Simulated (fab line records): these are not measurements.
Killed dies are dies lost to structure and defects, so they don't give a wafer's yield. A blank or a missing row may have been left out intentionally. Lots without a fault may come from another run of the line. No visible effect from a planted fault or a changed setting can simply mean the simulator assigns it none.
8D (eight disciplines) problem report, filled in by code	flow sky130	the parts of the form that need people (team, actions taken, sign-off) are left out

== 1. PROBLEM STATEMENT ==
LI_CONTACT_W_RS at SKY_LI_CONTACT_RS_MEAS_22 reads a mean of 0.3221 ohm/sq on 9 wafers of 3 lots; wafers without a fault read 0.2846 ohm/sq with a standard deviation of 0.0028. That puts it +13 standard deviations away from the usual mean.
The step: measures by four-point-probe.
First seen on wafer L113.2, day 30 06:21, on film metro-04. At this step, 36 wafers from 12 lots have a number in the record. Rule for "out", or "out of limits": more than 4 standard deviations from the usual mean. The other wafers with a number count as sound.

== 2. WHAT IT IS, WHAT IT ISN'T ==
question	is	is not
which readings at this step	LI_CONTACT_W_RS	-
which lots	L113, L115, L116	L109, L111, L123, L126, L127, L128, L129, L131, L132
which wafers of those lots	all that have a number	-
read on which gauges	film metro-02, film metro-04	film metro-03
when	from day 30 06:21	up to then (6 sound wafers); but 21 sound wafers of L123, L126, L127, L128, L129, L131, L132 came after

== 3. WHAT RULES OUT EACH SUSPECT ==
Counting: any tool at a process step up to the reading is kept as a suspect provided that every lot that is out went through it and no sound lot did after the first of them.
- the gauge at SKY_LI_CONTACT_RS_MEAS_22: ruled out. Those wafers that are out were read across 2 gauges (film metro-02, film metro-04).
- cvd w-02 at SKY_LI_CONTACT_CVD_21 (deposits W, target thk 400 nm, time 120.56 s): ruled out as a lasting fault. The sound lots L123, L126, L127, L128, L129 went through it after L113, its earliest lot that is out (day 30 06:12).
Left after counting: nothing in the record.

== 4. THE CAUSE (what the simulator had put in) ==
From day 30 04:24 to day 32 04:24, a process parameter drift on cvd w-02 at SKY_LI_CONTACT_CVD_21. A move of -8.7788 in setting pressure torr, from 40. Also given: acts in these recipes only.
Counting ruled it out, wrongly: the rule takes a fault to strike every lot that its tool runs from its start on, and this one did not.

== 5. THE CHAIN OF EFFECTS, in route order ==
One row per reading whose mean, taken over the struck wafers that have a number, lies over 3 standard deviations from the usual. Only readings for which the record gives a usual standard deviation are gone through. hours: the time from each lot's start at the first step in this table that gives one to its start at this step, as a median over the lots. sigmas: the change in usual standard deviations.
hours	step	reading	usual	on struck wafers	change	sigmas
0	SKY_LI_CONTACT_CVD_21	chamber pressure Torr	40.00 Torr	31.14	-8.86	-99 or more
0	SKY_LI_CONTACT_RS_MEAS_22	LI_CONTACT_W_RS	0.2846 ohm/sq	0.3221	+0.0375	+13
0	SKY_LI_CONTACT_THK_MEAS_23	LI_CONTACT_W_THK	403 nm	356	-47	-8.1
Its process steps:
- SKY_LI_CONTACT_CVD_21: deposits W, target thk 400 nm, time 120.56 s.
At these later measuring or inspecting steps, every struck wafer for which the step has a row has a number for every such reading, and none has moved that far: SKY_VIA1_CD_MEAS_12.

== 6. HOW IT WOULD HAVE BEEN CAUGHT EARLIER ==
2 hours passed between the start of the fault at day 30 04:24 and the first reading out of limits at a measuring or inspecting step in this record, taken at day 30 06:21.
Tool's own readings at SKY_LI_CONTACT_CVD_21, chamber pressure Torr: out on all struck wafers the step has rows for; an alarm limit on them would have tripped on the first.
